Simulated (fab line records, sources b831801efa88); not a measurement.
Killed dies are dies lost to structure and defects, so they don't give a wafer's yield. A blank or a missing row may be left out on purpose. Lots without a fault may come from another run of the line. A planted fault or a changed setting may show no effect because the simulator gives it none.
Which tool did it? | flow gf180mcu | 13 lots, 39 wafers sampled, at 4 steps of a route of 602

WHAT THE GAUGES READ, wafer by wafer
GF_M2_OVL_MEAS_15.
lot  | measured     | on         | M2_OVL (nm)
L178 | day 19 02:53 | overlay-02 | -6 -2 0
L179 | day 19 13:40 | overlay-02 | -11 1 -5
L181 | day 20 12:56 | overlay-01 | -5 -9 -12
L184 | day 21 13:05 | overlay-02 | 3 10 6
L185 | day 21 21:50 | overlay-01 | -4 -13 -10
L188 | day 23 00:11 | overlay-01 | 3 4 5
L189 | day 23 09:05 | overlay-02 | 9 9 7
L190 | day 23 18:05 | overlay-01 | 3 3 4
L194 | day 25 00:56 | overlay-01 | -5 -7 0
L196 | day 25 19:02 | overlay-02 | -1 7 -3
L197 | day 25 21:11 | overlay-02 | 7 4 4
L200 | day 26 20:11 | overlay-02 | -3 0 3
L201 | day 27 01:02 | overlay-01 | -5 -5 -3

WHICH TOOL RAN EACH LOT (tool, then ch and the chambers of the sampled wafers, then the start)
lot  | GF_M1_DEVELOP_13                  | GF_V1_ETCH_17                                 | GF_M2_SPUTTER_03
L178 | litho_track-03 ch 0, day 17 00:33 | rie_diel-02 ch 1,2,3, day 18 03:07 or earlier | pvd_sputter-01, day 18 03:07
L179 | litho_track-02 ch 0, day 17 09:33 | rie_diel-04 ch 0,1,2, day 18 13:21 or earlier | pvd_sputter-02, day 18 13:21
L181 | litho_track-02 ch 0, day 18 09:50 | rie_diel-02 ch 0,1,2, day 19 12:47 or earlier | pvd_sputter-04, day 19 12:47
L184 | litho_track-02 ch 0, day 19 09:39 | rie_diel-04 ch 2,3, day 20 13:10 or earlier   | pvd_sputter-04, day 20 13:10
L185 | litho_track-04 ch 0, day 19 18:52 | rie_diel-03 ch 1,2, day 20 22:10 or earlier   | pvd_sputter-04, day 20 22:10
L188 | litho_track-03 ch 0, day 20 21:53 | rie_diel-02 ch 0,1,3, day 22 01:03 or earlier | pvd_sputter-04, day 22 01:03
L189 | litho_track-02 ch 0, day 21 08:06 | rie_diel-03 ch 0,1, day 22 10:49 or earlier   | pvd_sputter-01, day 22 10:49
L190 | litho_track-02 ch 0, day 21 16:00 | rie_diel-03 ch 0,2,3, day 22 19:14 or earlier | pvd_sputter-04, day 22 19:14
L194 | litho_track-04 ch 0, day 23 00:26 | rie_diel-02 ch 0,2,3, day 24 02:45 or earlier | pvd_sputter-01, day 24 02:45
L196 | litho_track-03 ch 0, day 23 19:45 | rie_diel-03 ch 2,3, day 24 21:10 or earlier   | pvd_sputter-02, day 24 21:10
L197 | litho_track-03 ch 0, day 23 22:33 | rie_diel-03 ch 0,2, day 24 23:56 or earlier   | pvd_sputter-04, day 24 23:56
L200 | litho_track-04 ch 0, day 24 22:29 | rie_diel-02 ch 0,1,2, day 25 23:38 or earlier | pvd_sputter-01, day 25 23:38
L201 | litho_track-04 ch 0, day 25 04:01 | rie_diel-03 ch 1,2, day 26 04:36 or earlier   | pvd_sputter-04, day 26 04:36
- GF_M1_DEVELOP_13: develop time 60 s.
- GF_V1_ETCH_17: etches SiO2 in C4F8/O2/Ar, stops on TiN, target depth 630 nm.
- GF_M2_SPUTTER_03: material Ti, target thk 10 nm, time 6.7 s.

WHAT THE TOOLS THEMSELVES READ (means of the sampled wafers that have a number; where no wafer has one, the mark that the record gives instead)
GF_M1_DEVELOP_13.
lot  | tool           | chill_plate_temp_C (C) | developer_temp_C (C)
L178 | litho_track-03 | 23.04                  | 20.97
L179 | litho_track-02 | 23.06                  | 20.86
L181 | litho_track-02 | 22.95                  | 20.97
L184 | litho_track-02 | 22.99                  | 20.94
L185 | litho_track-04 | 23.09                  | 21.03
L188 | litho_track-03 | 22.97                  | 21.13
L189 | litho_track-02 | 23.03                  | 20.21
L190 | litho_track-02 | 22.92                  | 20.12
L194 | litho_track-04 | 23.00                  | 21.03
L196 | litho_track-03 | 22.98                  | 20.92
L197 | litho_track-03 | 22.93                  | 21.09
L200 | litho_track-04 | 23.17                  | 20.96
L201 | litho_track-04 | 22.90                  | 21.12

GF_V1_ETCH_17.
lot  | tool        | oes_product_au (a.u.)
L178 | rie_diel-02 | 0.856
L179 | rie_diel-04 | 0.855
L181 | rie_diel-02 | 0.853
L184 | rie_diel-04 | 0.857
L185 | rie_diel-03 | 0.855
L188 | rie_diel-02 | 0.856
L189 | rie_diel-03 | 0.852
L190 | rie_diel-03 | 0.857
L194 | rie_diel-02 | 0.856
L196 | rie_diel-03 | 0.857
L197 | rie_diel-03 | 0.858
L200 | rie_diel-02 | 0.855
L201 | rie_diel-03 | 0.856

GF_M2_SPUTTER_03.
lot  | tool           | throttle_valve_pct (%)
L178 | pvd_sputter-01 | 29.4
L179 | pvd_sputter-02 | 29.0
L181 | pvd_sputter-04 | 30.8
L184 | pvd_sputter-04 | 30.6
L185 | pvd_sputter-04 | 30.7
L188 | pvd_sputter-04 | 30.4
L189 | pvd_sputter-01 | 29.4
L190 | pvd_sputter-04 | 30.2
L194 | pvd_sputter-01 | 29.6
L196 | pvd_sputter-02 | 29.0
L197 | pvd_sputter-04 | 30.8
L200 | pvd_sputter-01 | 29.9
L201 | pvd_sputter-04 | 30.5

THE ANSWER, worked out from the rows above alone
Rule: what is usual is taken from the lots themselves. Put in order of their means at a reading, lots are off if they are a third of the lots or fewer, leave a main group of 4 or more, and stand apart from it by a gap of 3 or more times the standard deviation of the main group's means; of several such gaps the widest counts. A main group whose means are all the same, to the digits that the tables above print for the reading, isn't used. A lot without any number at a reading at which 4 lots or more have one is off too. The other lots that the step has rows for count as sound. The gauges are gone through in route order, then the tools' own readings, and for those a lot's mean is taken as printed above. The first step at which some lot is off is used, and at that step the reading that is off furthest; a lot without a number counts as furthest.
Off: L189, L190, at GF_M1_DEVELOP_13 (developer_temp_C). The main group: mean 21.00 C, standard deviation 0.082.
A tool fits if, at that step or a process step before it, it ran every lot that is off, and no sound lot after the first of them. One fits: litho_track-02 at GF_M1_DEVELOP_13. Its last sound lot is L184 (day 19 09:39), its first lot that is off L189 (day 21 08:06): a fault that began between those two fits.
The tool's own readings at GF_M1_DEVELOP_13 bear it out: on the lots that are off they differ by more than 5 times the standard deviation of the sound lots' means. developer_temp_C reads 20.16 C there against 21.00 C on the sound lots.

WHAT THE SIMULATOR HAD PUT IN
Process parameter drift: litho_track-02, from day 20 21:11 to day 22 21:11, at GF_M1_DEVELOP_13. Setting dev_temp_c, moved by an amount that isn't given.
Lots struck among those shown: L189, L190. The rule above found the same.
